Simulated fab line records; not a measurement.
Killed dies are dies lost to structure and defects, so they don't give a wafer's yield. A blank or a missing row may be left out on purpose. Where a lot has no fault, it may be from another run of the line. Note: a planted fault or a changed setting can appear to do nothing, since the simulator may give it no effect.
fab line records	flow sky130
record lots=13	wafers=39	lastDay=50
route steps=708 shown CONTACT@406 PAD_OPEN@708
lots that met no fault: from a run of the same line without faults
startH: the number of hours between the record's first day and the start of the first shown wafer of the lot	waitH: time in hours since the lot's previous step	" repeats the value in the row above	L1.1+2: a row that stands for several wafers	- no value, or no start given	* or withheld: withheld	< > ~ a bound
route shown NAME@n: a module of which the file shows steps, and the number in the route of the first	usual: mean/standard deviation of fault-free wafers	same: alike in all rows	chamber/n: place in a boat	sites: each site's reading	_std_site: standard deviation across them	_edge_site: inner sites' mean taken away from outer sites' mean	radiusMm: how far each site lies from the wafer's centre	mask NAME#n: copy n	behind: the last tool/chamber to shape the wafer	hold: what put the lot on hold/how long, in hours/how the hold closed	device: which transistor (n, p or np) failed to switch	end of line: the same wafers' tests at the end of the route	where a step has no rows: the recipe by itself	killed: not the wafer's yield, but the dies lost to structure and defects at the first sort	map: a wafer's dies, marking killed ones x, the rest . and places with no die _
set.NAME: the setting the step ran with; set.NAME@STEP: the setting that earlier step ran with	model.NAME: the simulator's own value behind a step, which no gauge read
a sample of lots followed through the steps of the route, with each step as a table and each wafer as a row
services: the hour from which a tool's chamber was out of use, counted from the record's first day as startH (under 0 if before that day), plus the number of hours and why
## steps
# step SKY_CONTACT_CVD_00
# recipe material=Si3N4	targetThkNm=75	tempC=400	timeS=withheld	rfW=450
# usual heaterPowerOuterW=417/61	heaterPowerW=713/110
lot.wafer	tool	chamber	startH	waitH	heaterPowerOuterW	heaterPowerW
L127.2	pecvd-03	1	701.88	0.0	449	749
L127.3	"	0	"	"	485	795
L127.4	"	1	"	"	450	770
L129.2	pecvd-01	2	734.38	0.0	480	841
L129.3	"	0	"	"	429	747
L129.5	"	2	"	"	468	855
L130.1	pecvd-04	1	739.83	0.0	450	762
L130.4	"	0	"	"	352	578
L130.5	"	1	"	"	471	757
L132.1	pecvd-01	2	753.09	0.0	483	906
L132.3	"	0	"	"	366	669
L132.5	"	2	"	"	359	728
L136.3	pecvd-04	2	788.16	0.0	428	667
L136.4	"	1	"	"	514	824
L136.6	"	2	"	"	425	661
L142.4	pecvd-04	2	838.31	0.0	407	657
L142.5	"	1	"	"	568	897
L142.6	"	0	"	"	346	615
L144.3	pecvd-01	0	842.05	0.0	418	712
L144.4	"	0	"	"	422	729
L144.6	"	1	"	"	353	564
L143.1	pecvd-01	1	846.98	0.0	377	588
L143.2	"	2	"	"	433	804
L143.5	"	1	"	"	377	593
L145.2	pecvd-04	2	849.60	0.0	374	619
L145.3	"	1	"	"	464	757
L145.4	"	2	"	"	385	624
L146.1	pecvd-01	2	860.58	0.0	474	857
L146.2	"	1	"	"	369	555
L146.6	"	1	"	"	374	583
L147.1	pecvd-03	0	862.87	0.0	422	719
L147.5	"	0	"	"	426	731
L147.6	"	2	"	"	373	734
L149.3	pecvd-01	1	866.54	0.0	344	565
L149.4	"	2	"	"	478	866
L149.6	"	0	"	"	413	708
L150.2	pecvd-01	2	884.07	0.0	363	735
L150.4	"	0	"	"	429	770
L150.5	"	2	"	"	379	749
# step SKY_CONTACT_DEVELOP_13
# recipe developTimeS=60	resist=KrF-thick	devTempC=21
# usual developerTempC=21.00/0.11
lot.wafer	tool	chamber	startH	waitH	developerTempC
L127.2	lithoTrack-02	0	729	-	20.95
L127.3	"	0	730	-	21.04
L127.4	"	0	"	"	21.06
L129.2	lithoTrack-04	0	762	-	21.03
L129.3	"	0	"	"	21.02
L129.5	"	0	"	"	21.01
L130.1	lithoTrack-02	0	767	-	21.03
L130.4	"	0	"	"	20.84
L130.5	"	0	"	"	20.95
L132.1	lithoTrack-02	0	780	-	21.86
L132.3	"	0	"	"	21.82
L132.5	"	0	"	"	21.80
L136.3	lithoTrack-02	0	814	-	21.53
L136.4	"	0	"	"	21.51
L136.6	"	0	"	"	21.47
L142.4	lithoTrack-04	0	864	-	21.17
L142.5	"	0	"	"	21.20
L142.6	"	0	"	"	21.12
L144.3	lithoTrack-03	0	867	-	21.07
L144.4	"	0	"	"	20.81
L144.6	"	0	"	"	21.07
L143.1	lithoTrack-02	0	873	-	20.97
L143.2	"	0	"	"	20.83
L143.5	"	0	"	"	21.01
L145.2	lithoTrack-02	0	875	-	21.21
L145.3	"	0	"	"	20.83
L145.4	"	0	"	"	20.92
L146.1	lithoTrack-04	0	886	-	20.93
L146.2	"	0	"	"	21.02
L146.6	"	0	"	"	21.05
L147.1	lithoTrack-02	0	888	-	21.10
L147.5	"	0	"	"	21.00
L147.6	"	0	"	"	21.06
L149.3	lithoTrack-03	0	892	-	20.88
L149.4	"	0	"	"	20.92
L149.6	"	0	"	"	21.09
L150.2	lithoTrack-02	0	909	-	21.02
L150.4	"	0	"	"	20.86
L150.5	"	0	"	"	20.97
# step SKY_CONTACT_ETCH_17
# recipe target=SiO2	chemistry=C4F8/O2/Ar	stopOn=Si3N4	maskMaterial=KrF-thick	sourceW=1500	biasW=1200	pressureMtorr=40	c4f8FlowSccm=withheld	O2_flow_sccm=6	Ar_flow_sccm=300	timeS=withheld	targetDepthA=3400
# usual oesProductAu=0.892/0.0053
lot.wafer	tool	chamber	startH	waitH	oesProductAu
L127.2	rieDiel-04	2	730.31	0.0	0.899
L127.3	"	0	"	"	0.892
L127.4	"	3	"	"	0.896
L129.2	rieDiel-04	3	762.37	0.0	0.891
L129.3	"	1	"	"	0.895
L129.5	"	0	"	"	0.892
L130.1	rieDiel-01	3	767.96	0.0	0.892
L130.4	"	2	"	"	0.890
L130.5	"	3	"	"	0.886
L132.1	rieDiel-01	1	780.71	0.0	0.890
L132.3	"	2	"	"	0.890
L132.5	"	0	"	"	0.889
L136.3	rieDiel-04	3	814.71	0.0	0.879
L136.4	"	2	"	"	0.888
L136.6	"	1	"	"	0.895
L142.4	rieDiel-02	1	865.02	0.0	0.893
L142.5	"	3	"	"	0.899
L142.6	"	2	"	"	0.881
L144.3	rieDiel-01	3	868.13	0.0	0.891
L144.4	"	0	"	"	0.885
L144.6	"	0	"	"	0.892
L143.1	rieDiel-01	3	873.66	0.0	0.893
L143.2	"	1	"	"	0.888
L143.5	"	2	"	"	0.894
L145.2	rieDiel-04	2	875.61	0.0	0.890
L145.3	"	3	"	"	0.897
L145.4	"	0	"	"	0.887
L146.1	rieDiel-04	0	887.17	0.0	0.893
L146.2	"	3	"	"	0.895
L146.6	"	2	"	"	0.886
L147.1	rieDiel-02	1	888.96	0.0	0.899
L147.5	"	1	"	"	0.897
L147.6	"	2	"	"	0.888
L149.3	rieDiel-01	2	892.68	0.0	0.894
L149.4	"	0	"	"	0.896
L149.6	"	1	"	"	0.892
L150.2	rieDiel-04	3	910.06	0.0	0.902
L150.4	"	1	"	"	0.889
L150.5	"	2	"	"	0.891
# step SKY_CONTACT_STRIP_19
# recipe chemistry=O2/N2	powerW=1400	pressureMtorr=1500	platenTempC=withheld	o2FlowSccm=3000	n2FlowSccm=300	overashFraction=0.5
# usual drypumpMotorCurrentA=5.57/0.26	oesProductAu=0.381/0.0046	stripTimeToEndpointS=3.60/0.039
lot.wafer	tool	chamber	startH	waitH	drypumpMotorCurrentA	oesProductAu	rfHoursCounterH	stripTimeToEndpointS
L127.2	plasmaAsher-03	0	730.40	-	5.28	0.375	89	3.62
L127.3	"	0	"	"	5.27	0.374	-	3.55
L127.4	"	1	"	"	5.75	0.381	-	3.61
L129.2	plasmaAsher-04	0	762.46	-	5.65	0.380	33	3.66
L129.3	"	0	"	"	5.65	0.382	-	3.57
L129.5	"	0	"	"	5.65	0.381	-	3.57
L130.1	plasmaAsher-03	0	768.05	-	5.29	0.379	94	3.61
L130.4	"	0	"	"	5.25	0.386	-	3.61
L130.5	"	1	"	"	5.75	0.379	-	3.59
L132.1	plasmaAsher-03	1	780.80	-	5.80	0.388	95	3.58
L132.3	"	0	"	"	5.26	0.379	-	3.61
L132.5	"	0	"	"	5.26	0.386	-	3.57
L136.3	plasmaAsher-02	1	814.83	-	5.27	0.383	-	3.60
L136.4	"	0	"	"	5.77	0.395	-	3.62
L136.6	"	1	"	"	5.25	0.379	-	3.55
L142.4	plasmaAsher-03	1	865.14	-	5.79	0.384	-	3.61
L142.5	"	0	"	"	5.23	0.380	-	3.63
L142.6	"	1	"	"	5.74	0.383	-	3.67
L144.3	plasmaAsher-04	0	868.25	-	5.65	0.381	-	3.58
L144.4	"	1	"	"	5.95	0.378	-	3.57
L144.6	"	1	"	"	5.93	0.380	-	3.56
L143.1	plasmaAsher-02	1	873.75	-	5.23	0.378	11	3.59
L143.2	"	0	"	"	5.76	0.388	11	3.56
L143.5	"	0	"	"	5.76	0.379	-	3.60
L145.2	plasmaAsher-02	0	875.70	-	5.80	0.387	11	3.67
L145.3	"	0	"	"	5.79	0.388	-	3.60
L145.4	"	1	"	"	5.21	0.379	-	3.58
L146.1	plasmaAsher-03	0	887.26	-	5.27	0.375	105	3.54
L146.2	"	1	"	"	5.77	0.377	105	3.58
L146.6	"	1	"	"	5.79	0.380	-	3.59
L147.1	plasmaAsher-03	0	889.05	-	5.27	0.383	106	3.64
L147.5	"	1	"	"	5.76	0.380	-	3.62
L147.6	"	0	"	"	5.29	0.393	-	3.67
L149.3	plasmaAsher-02	0	892.80	-	5.78	0.388	-	3.59
L149.4	"	1	"	"	5.25	0.380	-	3.59
L149.6	"	0	"	"	5.78	0.380	-	3.60
L150.2	plasmaAsher-03	0	910.15	-	5.27	0.376	108	3.63
L150.4	"	0	"	"	5.26	0.375	-	3.59
L150.5	"	1	"	"	5.77	0.381	-	3.65
# step SKY_PAD_OPEN_PROBE_99
# usual killed_at_M0_to_M3=42/7.5	killed_at_M4_up=3.2/1.7	killedAtContacts=24/5.1	killedAtFrontEnd=15/4.1	killedAtOther=0.3/0.58	killedDies=85/8.9	killedOpen=46/6.4	killedShort=39/6
# same grossDies=492	killedAtBackSide=0
lot.wafer	tool	chamber	startH	waitH	killed_at_M0_to_M3	killed_at_M4_up	killedAtContacts	killedAtFrontEnd	killedAtOther	killedDies	killedOpen	killedShort
L132.1	prober-02	-	1110.24	0.1	27	2	20	23	0	72	38	34
L132.3	prober-02	-	1110.34	0.2	48	6	22	17	0	93	47	46
L132.5	prober-02	-	1110.44	0.2	33	3	22	18	0	76	38	38
L136.3	prober-02	-	1136.14	0.2	44	6	31	16	1	98	50	47
L136.4	prober-02	-	1136.19	0.2	35	4	30	20	0	89	51	38
L136.6	prober-02	-	1136.29	0.2	38	6	31	13	1	89	57	32
# killed by level:class
L132.1 FIELD_ISO:geometricParticle:open=9 LI_CONTACT:geometricParticle:open=8 POLY_GATE:geometricParticle:short=6 METAL1:geometricParticle:short=5 CONTACT:geometricParticle:open=5 FIELD_ISO:geometricParticle:short=4 VIA1:geometricParticle:open=4 CONTACT:geometricParticle:short=4
L132.3 CONTACT:geometricParticle:open=9 METAL1:geometricParticle:short=9 VIA3:geometricParticle:open=7 VIA2:geometricParticle:open=7 LI_CONTACT:geometricParticle:open=5 VIA1:geometricParticle:open=5 VIA3:geometricParticle:short=5 METAL4:geometricParticle:short=5
L132.5 CONTACT:geometricParticle:open=9 VIA1:geometricParticle:open=9 METAL2:geometricParticle:short=7 FIELD_ISO:geometricParticle:short=6 CONTACT:geometricParticle:short=6 POLY_GATE:geometricParticle:open=4 LI_CONTACT:geometricParticle:open=4 VIA2:geometricParticle:open=4
L136.3 CONTACT:geometricParticle:open=10 VIA3:geometricParticle:open=10 LI_CONTACT:geometricParticle:open=6 CONTACT:geometricParticle:short=6 VIA1:geometricParticle:open=6 METAL2:geometricParticle:short=6 METAL4:geometricParticle:short=5 LI_CONTACT:geometricParticle:short=5
L136.4 CONTACT:geometricParticle:open=14 VIA1:geometricParticle:open=9 LI_CONTACT:geometricParticle:open=8 VIA2:geometricParticle:open=6 FIELD_ISO:geometricParticle:short=5 POLY_GATE:geometricParticle:short=5 CONTACT:geometricParticle:short=4 METAL4:geometricParticle:short=4
L136.6 CONTACT:geometricParticle:open=12 VIA1:geometricParticle:open=10 LI_CONTACT:geometricParticle:open=9 METAL2:geometricParticle:short=8 VIA2:geometricParticle:open=7 FIELD_ISO:geometricParticle:open=4 CONTACT:geometricParticle:short=4 METAL1:geometricParticle:short=4
## services
tool	chamber	startH	hours	kind
pecvd-03	-	682.26	0.3	repair
pecvd-04	-	695.03	4.3	pm
pecvd-04	-	699.36	14.6	pm
rieDiel-01	2	719.34	4.0	repair
plasmaAsher-04	-	722.51	1.7	repair
rieDiel-01	3	722.78	1.4	repair
plasmaAsher-02	-	732.05	2.8	pm
plasmaAsher-02	-	734.80	9.0	pm
pecvd-01	1	749.78	46.3	repair
plasmaAsher-02	-	756.85	15.6	pm
rieDiel-04	-	757.83	1.7	repair
plasmaAsher-03	-	763.55	2.8	pm
pecvd-04	-	772.75	2.8	pm
pecvd-04	0	788.92	21.3	repair
plasmaAsher-03	-	803.37	1.1	repair
pecvd-01	1	813.92	5.5	scheduledDown
pecvd-01	2	826.55	15.4	repair
rieDiel-02	3	828.22	7.1	repair
pecvd-01	0	833.13	5.2	repair
rieDiel-04	1	857.24	9.9	repair
pecvd-01	-	867.07	2.8	pm
pecvd-04	1	894.48	3.4	repair
pecvd-03	-	898.49	1.5	repair
pecvd-01	-	902.22	1.0	repair
## key
firstSign step=SKY_CONTACT_DEVELOP_13	reading=developerTempC	direction=up	sigmas=5.8	usual=*	struck=*
effect none on later readings
metAt SKY_CONTACT_DEVELOP_13
struckLots L132,L136
testerLeftOut L132,L136
loopTrim step=SKY_CONTACT_EXPOSE_11	setting=dose	lots=L136
notActingAt SKY_CONTACT_CVD_00,SKY_CONTACT_ETCH_17,SKY_CONTACT_STRIP_19
onsetBetween 767 780
fault kind=processParameterDrift	tool=lithoTrack-02	chamber=-	onsetH=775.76	steps=SKY_CONTACT_DEVELOP_13	channel=devTempC	offset=*	shape=step	endH=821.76	actsIn=*	stated=*
# testerLeftOut: of these lots the tester's yield and bins aren't shown, on N5 and GAA mostly nor the transistor test; their killed dies are dies lost to structure and defects alone, not to doping, threshold or leakage, so they don't give the yield
# loopTrim: a control loop set the setting to another value than it would have without faults
